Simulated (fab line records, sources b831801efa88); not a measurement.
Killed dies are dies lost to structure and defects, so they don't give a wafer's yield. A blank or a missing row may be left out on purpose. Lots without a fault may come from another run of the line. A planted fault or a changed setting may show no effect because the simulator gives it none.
A struck lot beside a sound one | flow sfq_line | 15 steps out of a route of 325
Sound: wafers L931.2, L931.5, L931.6. Struck: wafers L939.2, L939.4, L939.5. The cause comes at the end.
At each step with rows: each side's tool, then ch and its chambers, then its first start. Under that, the readings that differ: sound wafers | struck wafers | difference of the means | sigmas: that difference in standard deviations of wafers without a fault.
alike: readings whose means differ by less than 2 such deviations, and words and numbers that are the same on both sides. not compared: withheld readings, readings that some wafer has no value for, bounds like >300 that may hide the same value, and numbers for which the record gives no deviation and whose values overlap.
The two part at a step that has a row with sigmas, a row that says differs or no value, or rows on one side only. Numbers that don't overlap but have no deviation are shown without sigmas and don't part them. A reading that every wafer of one side lacks parts them only if that side has two wafers or more.

first, 1 step without rows for these wafers: SFQ_TRILAYER_M3_STRIP_SOLV_CLEAN_080 (cleans in NMP, time 600 s).
SFQ_TRILAYER_I3_DEP_PECVD_081: deposits SiO2 from SiH4/N2O, time 111.11 s, target thk 500 nm.
  sound on pecvd-03 ch 0,1, day 47 18:47; struck on pecvd-03 ch 0,2, day 56 18:58
  alike: heater_power_w, throttle_valve_pct
SFQ_TRILAYER_I3_CMP_CMP_082: polishes SiO2.
  sound on cmp-01 ch 0,3, day 47 18:52; struck on cmp-01 ch 0,1, day 56 19:33
  alike: head_pressure_psi, motor_current_A, platen_rpm, time_to_endpoint_s
SFQ_I3_BOW_MEAS_922:
  sound on film_metro-01, day 47 21:53; struck on film_metro-03, day 56 22:04
  alike: I3_BOW
SFQ_TRILAYER_I3_METRO_MEASURE_083:
  sound on film_metro-01, day 47 22:11; struck on film_metro-03, day 56 22:22
  alike: thk_nm
then, 6 steps without rows for these wafers: SFQ_TRILAYER_I3_VIA_LITHO_COAT_090 (resist thk 62 nm); SFQ_TRILAYER_I3_VIA_LITHO_COAT_085 (resist thk 650 nm); SFQ_TRILAYER_I3_VIA_LITHO_SOFTBAKE_089; SFQ_TRILAYER_I3_VIA_LITHO_EXPOSE_086 (exposes mask I3, target cd 500 nm); SFQ_TRILAYER_I3_VIA_LITHO_PEB_088 (peb time 60 s); SFQ_TRILAYER_I3_VIA_LITHO_DEVELOP_087 (time 60 s).
SFQ_I3_OVL_MEAS_923:
  sound on overlay-02, day 53 20:08; struck on overlay-01, day 57 01:45
  alike: I3_OVL
SFQ_TRILAYER_I3_VIA_BARC_OPEN_VIA_ETCH_121: etches BARC in O2, target depth 125 nm, time 41.7 s.
  sound on rie_diel-02 ch 2,3, day 53 20:10; struck on rie_diel-03 ch 1,3, day 57 01:47
  reading                                                 | sound             | struck            | difference | sigmas
  model.KrF_of_TRILAYER_I3_VIA_LITHO_COAT_085.thk_nm (nm) | 574.1 574.6 574.4 | 556.4 555.8 555.4 | -18.5      |
  alike: bias_w, drypump_motor_current_A, oes_product_au
  not compared: rf_hours_counter_h
SFQ_TRILAYER_I3_VIA_ETCH_VIA_ETCH_088: etches SiO2 in CHF3, stops on Nb, target depth 260 nm.
  sound on rie_diel-02 ch 2,3, day 53 20:12; struck on rie_diel-03 ch 1,3, day 57 01:49
  reading                                                 | sound             | struck            | difference | sigmas
  model.KrF_of_TRILAYER_I3_VIA_LITHO_COAT_085.thk_nm (nm) | 530.2 530.8 530.2 | 510.7 510.1 510.1 | -20.1      |
  alike: bias_w, drypump_motor_current_A, oes_product_au
SFQ_TRILAYER_I3_VIA_STRIP_STRIP_089: strips in O2.
  sound on rie_metal-04 ch 1, day 53 20:19; struck on rie_metal-01 ch 0,1, day 57 01:56
  reading                     | sound       | struck      | difference | sigmas
  drypump_motor_current_A (A) | 6.4 6.4 6.4 | 5.6 5.6 5.9 | -0.7       | -2
  alike: oes_product_au
  not compared: rf_hours_counter_h

WHERE THEY PART
Only at SFQ_TRILAYER_I3_VIA_STRIP_STRIP_089, within this record.

WHY: what the simulator had put in
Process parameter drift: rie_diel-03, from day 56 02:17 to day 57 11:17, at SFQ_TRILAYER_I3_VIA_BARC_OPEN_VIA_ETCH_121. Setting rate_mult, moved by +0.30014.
